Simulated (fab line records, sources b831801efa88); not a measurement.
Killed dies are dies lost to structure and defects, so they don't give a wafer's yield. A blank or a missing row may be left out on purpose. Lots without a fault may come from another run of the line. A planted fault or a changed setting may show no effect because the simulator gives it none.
A struck lot beside a sound one | flow sky130 | 43 steps out of a route of 708
Sound: wafers L431.2, L431.4, L431.6. Struck: wafers L442.2, L442.4, L442.5. The cause comes at the end.
At each step with rows: each side's tool, then ch and its chambers, then its first start. Under that, the readings that differ: sound wafers | struck wafers | difference of the means | sigmas: that difference in standard deviations of wafers without a fault.
alike: readings whose means differ by less than 2 such deviations, and words and numbers that are the same on both sides. not compared: withheld readings, readings that some wafer has no value for, bounds like >300 that may hide the same value, and numbers for which the record gives no deviation and whose values overlap.
The two part at a step that has a row with sigmas, a row that says differs or no value, or rows on one side only. Numbers that don't overlap but have no deviation are shown without sigmas and don't part them. A reading that every wafer of one side lacks parts them only if that side has two wafers or more.

first, 5 steps without rows for these wafers: SKY_VIA3_COAT_07 (resist thk 450 nm); SKY_VIA3_SOFTBAKE_08 (time 90 s); SKY_VIA3_EXPOSE_09 (exposes mask VIM3, target cd 200 nm); SKY_VIA3_PEB_10; SKY_VIA3_DEVELOP_11 (develop time 60 s).
SKY_VIA3_CD_MEAS_12: target cd 200 nm.
  sound on cd_sem-02, day 40 10:41; struck on cd_sem-01, day 43 17:01
  reading    | sound             | struck            | difference | sigmas
  cd_nm (nm) | 200.5 201.6 200.6 | 198.1 196.7 197.5 | -3.5       | -2
SKY_VIA3_OVL_MEAS_13:
  sound on overlay-01, day 40 10:47; struck on overlay-01, day 43 17:07
  alike: VIA3_OVL
SKY_VIA3_ETCH_14: etches BARC in N2/H2, stops on SiO2, time 45.9 s, target depth 60 nm.
  sound on rie_diel-04 ch 0,1,3, day 40 10:49; struck on rie_diel-01 ch 0,3, day 43 17:08
  alike: chamber_pressure_mTorr, drypump_motor_current_A, oes_product_au, throttle_valve_pct
  not compared: rf_hours_counter_h
then, 4 steps without rows for these wafers: SKY_VIA3_ETCH_15 (etches SiO2 in C4F8/O2/Ar, stops on TiN, target depth 507 nm, time 78 s); SKY_VIA3_STRIP_16 (strips in O2/N2); SKY_VIA3_STRIP_17 (strips in post etch residue remover, time 1200 s); SKY_VIA3_CLEAN_18 (cleans in IPA, time 180 s).
SKY_VIA3_CLEAN_19: cleans in O3/DIW.
  sound on wet_bench-03 ch 2, day 40 11:50; struck on wet_bench-01 ch 0, day 43 17:45
SKY_VIA3_SPUTTER_20: material TiN, target thk 20 nm, time 81.96 s.
  sound on pvd_sputter-03, day 40 11:55; struck on pvd_sputter-03, day 43 17:50
  alike: throttle_valve_pct
then, 1 step without rows for these wafers: SKY_VIA3_CVD_21 (deposits W, target thk 390 nm, time 117.31 s).
SKY_VIA3_RS_MEAS_22: measures by four-point-probe.
  sound on film_metro-04, day 40 12:07; struck on film_metro-03, day 43 18:02
  alike: VIA3_W_RS
SKY_VIA3_THK_MEAS_23: measures by xrf.
  sound on film_metro-04, day 40 12:14; struck on film_metro-03, day 43 18:09
  alike: VIA3_W_THK
SKY_VIA3_CMP_24: polishes, stops on SiO2, t overpolish 20 s, target thk 0 nm.
  sound on cmp-01 ch 0,2,3, day 40 12:20; struck on cmp-01 ch 0,2, day 43 18:15
  alike: motor_current_A, overpolish_run_s, platen_rpm, time_to_endpoint_s
SKY_METAL4_SPUTTER_00: material Ti, target thk 15 nm, time 10 s.
  sound on pvd_sputter-04, day 40 12:35; struck on pvd_sputter-01, day 43 18:30
  alike: throttle_valve_pct
then, 2 steps without rows for these wafers: SKY_METAL4_SPUTTER_01 (material TiN, target thk 20 nm, time 16.7 s); SKY_METAL4_SPUTTER_02 (material AlCu, target thk 735 nm, time 39.1 s).
SKY_METAL4_SPUTTER_03: material Ti, target thk 5 nm, time 3.3 s.
  sound on pvd_sputter-04, day 40 12:40; struck on pvd_sputter-01, day 43 18:35
  alike: throttle_valve_pct
then, 2 steps without rows for these wafers: SKY_METAL4_SPUTTER_04 (material TiN, target thk 70 nm, time 58.3 s); SKY_CAP2M_CVD_00 (deposits SiO2, target thk 15.5 nm).
SKY_CAP2M_THK_MEAS_01:
  sound on film_metro-01, day 40 12:46; struck on film_metro-03, day 43 18:41
  alike: CAP2M_CVD_00_THK
then, 1 step without rows for these wafers: SKY_CAP2M_SPUTTER_02 (material TiN, target thk 200 nm, time 166.7 s).
SKY_CAP2M_RS_MEAS_03: measures by four-point-probe.
  sound on film_metro-04, day 40 12:57; struck on film_metro-04, day 43 18:52
  alike: CAP2M_TIN_RS
SKY_CAP2M_THK_MEAS_04: measures by xrf.
  sound on film_metro-04, day 40 13:04; struck on film_metro-04, day 43 18:59
  alike: CAP2M_TIN_THK
then, 7 steps without rows for these wafers: SKY_CAP2M_DEHYDRATE_05 (time 60 s); SKY_CAP2M_HMDS_06 (prime time 60 s); SKY_CAP2M_COAT_07 (resist thk 1140 nm); SKY_CAP2M_SOFTBAKE_08 (time 60 s); SKY_CAP2M_EXPOSE_09 (exposes mask CAP2M, target cd 1000 nm); SKY_CAP2M_PEB_10; SKY_CAP2M_DEVELOP_11 (develop time 60 s).
SKY_CAP2M_OVL_MEAS_12:
  sound on overlay-02, day 41 12:29; struck on overlay-01, day 44 17:26
  alike: CAP2M_OVL
then, 6 steps without rows for these wafers: SKY_CAP2M_METAL_ETCH_13 (etches TiN in Cl2/BCl3, stops on SiO2, target depth 220 nm, time 62.9 s); SKY_CAP2M_STRIP_14 (strips in O2/N2); SKY_CAP2M_STRIP_15 (strips in post etch residue remover, time 1200 s); SKY_CAP2M_CLEAN_16 (cleans in IPA, time 180 s); SKY_CAP2M_CLEAN_17 (cleans in O3/DIW); SKY_METAL4_DEHYDRATE_05 (time 60 s).
-- the record jumps here: 4 days lie between the struck wafers' starts before and after (it left off in module METAL4 and takes up again in module PAD_OPEN, whose first step shown is number 708 of the route) --
SKY_PAD_OPEN_PROBE_99:
  sound on prober-01, day 46 11:22; struck on prober-02, day 49 04:54
  reading                               | sound              | struck            | difference | sigmas
  defect_limited_yield (%)              | 83.7 82.7 80.3     | 75.2 73.4 74.6    | -7.8       | -4
  killed_at_M0_to_M3                    | 41 51 45           | 79 75 77          | +31        | +5
  killed_dies                           | 80 85 97           | 122 131 125       | +39        | +4
  sort_bin_3_pad_short (%)              | 1.0 0.2 1.0        | 2.0 3.5 2.0       | +1.8       | +4
  sort_bin_5_function (%)               | 9.8 10.2 12.6      | 17.1 14.6 15.0    | +4.7       | +3
  sort_n_pass                           | 412 407 395        | 370 361 367       | -39        | -4
  sort_yield_pct (%)                    | 83.7 82.7 80.3     | 75.2 73.4 74.6    | -7.8       | -4
  model.etest.tester.sort_n_pass        | 412 407 395        | 370 361 367       | -39        |
  model.etest.tester.sort_yield_pct (%) | 83.74 82.72 80.28  | 75.2 73.37 74.59  | -7.9       |
  model.etest.tester.sort_bin_5_pct (%) | 9.756 10.16 12.6   | 17.07 14.63 15.04 | +4.74      |
  model.etest.tester.sort_bin_3_pct (%) | 1.016 0.2033 1.016 | 2.033 3.455 2.033 | +1.762     |
  alike: killed_at_M4_up, killed_at_contacts, killed_at_front_end, killed_at_other, killed_open, killed_short, sort_bin_6_memory

WHERE THEY PART
First at SKY_VIA3_CD_MEAS_12; last, within this record, at SKY_PAD_OPEN_PROBE_99.

WHY: what the simulator had put in
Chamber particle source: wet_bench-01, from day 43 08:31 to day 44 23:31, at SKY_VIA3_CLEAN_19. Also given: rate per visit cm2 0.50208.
